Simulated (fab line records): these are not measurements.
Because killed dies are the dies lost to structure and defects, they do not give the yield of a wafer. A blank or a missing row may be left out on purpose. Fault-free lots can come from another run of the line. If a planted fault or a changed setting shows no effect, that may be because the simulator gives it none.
Problem report in the 8D (eight disciplines) form, filled by code / flow sky130 / the parts of the form that need people (team, actions taken, sign-off) are left out

== 1. THE PROBLEM ==
Wafers without a fault read 300.3 s, standard deviation 0.56; run length s at SKY_VIA3_HDPCVD_00 reads a mean of 307.5 s on 6 wafers belonging to 2 lots. That puts it +13 standard deviations away from the usual mean.
The step: deposits SiO2, target thk 1635 nm, time 272.5 s.
First observed at day 43 02:26: wafer L300.3, on hdpcvd-01. The record has a number at this step for 36 wafers belonging to 12 lots. Rule for "out", or "out of limits": more than 4 standard deviations from the usual mean. The rest of the wafers with a number are treated as sound.

== 2. WHAT IT IS; WHAT IT IS NOT ==
question=which readings at this step | is=run length s | is not=-
question=which lots | is=L300, L301 | is not=L286, L288, L290, L291, L293, L294, L296, L306, L307, L308
question=which wafers of those lots | is=all that have a number | is not=-
question=read on which tools | is=hdpcvd-01 | is not=hdpcvd-02
question=when | is=from day 43 02:26 | is not=up to then (21 sound wafers); but 9 sound wafers of L306, L307, L308 came after

== 3. WHAT RULES OUT EACH SUSPECT ==
Counting: a tool at any process step up to the reading remains a suspect when it ran all the lots that are out and ran no sound lot after the first of those.
- hdpcvd-01 at SKY_VIA3_HDPCVD_00 (deposits SiO2, target thk 1635 nm, time 272.5 s): kept. All lots that are out passed through it, beginning with L300 at day 43 02:26, and no sound lot followed; its final sound lot before that point was L296 at day 42 01:16. Its own readings are out on those wafers: run length s.
After counting, what remains is hdpcvd-01 at SKY_VIA3_HDPCVD_00.

== 4. THE CAUSE (what the simulator had put in) ==
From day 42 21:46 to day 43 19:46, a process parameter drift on hdpcvd-01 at SKY_VIA3_HDPCVD_00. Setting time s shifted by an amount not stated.
This tool alone remained once counting was done.

== 5. THE CHAIN OF EFFECTS, in route order ==
One row per reading whose mean, taken over the struck wafers that have a number, lies over 3 standard deviations from the usual. Scope: only readings with a usual standard deviation given in the record; hours: median across lots of the time from each lot's start at the first step in this table that gives one to its start at this step; sigmas: change in usual standard deviations.
hours=0; step=SKY_VIA3_HDPCVD_00; reading=run length s; usual=300.3 s; on struck wafers=307.5; change=+7.2; sigmas=+13
Its process steps:
- SKY_VIA3_HDPCVD_00: deposits SiO2, target thk 1635 nm, time 272.5 s.

== 6. HOW IT WOULD HAVE BEEN CAUGHT EARLIER ==
In this record no reading fell out of limits until day 43 02:26, 5 hours after the fault had begun at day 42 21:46.
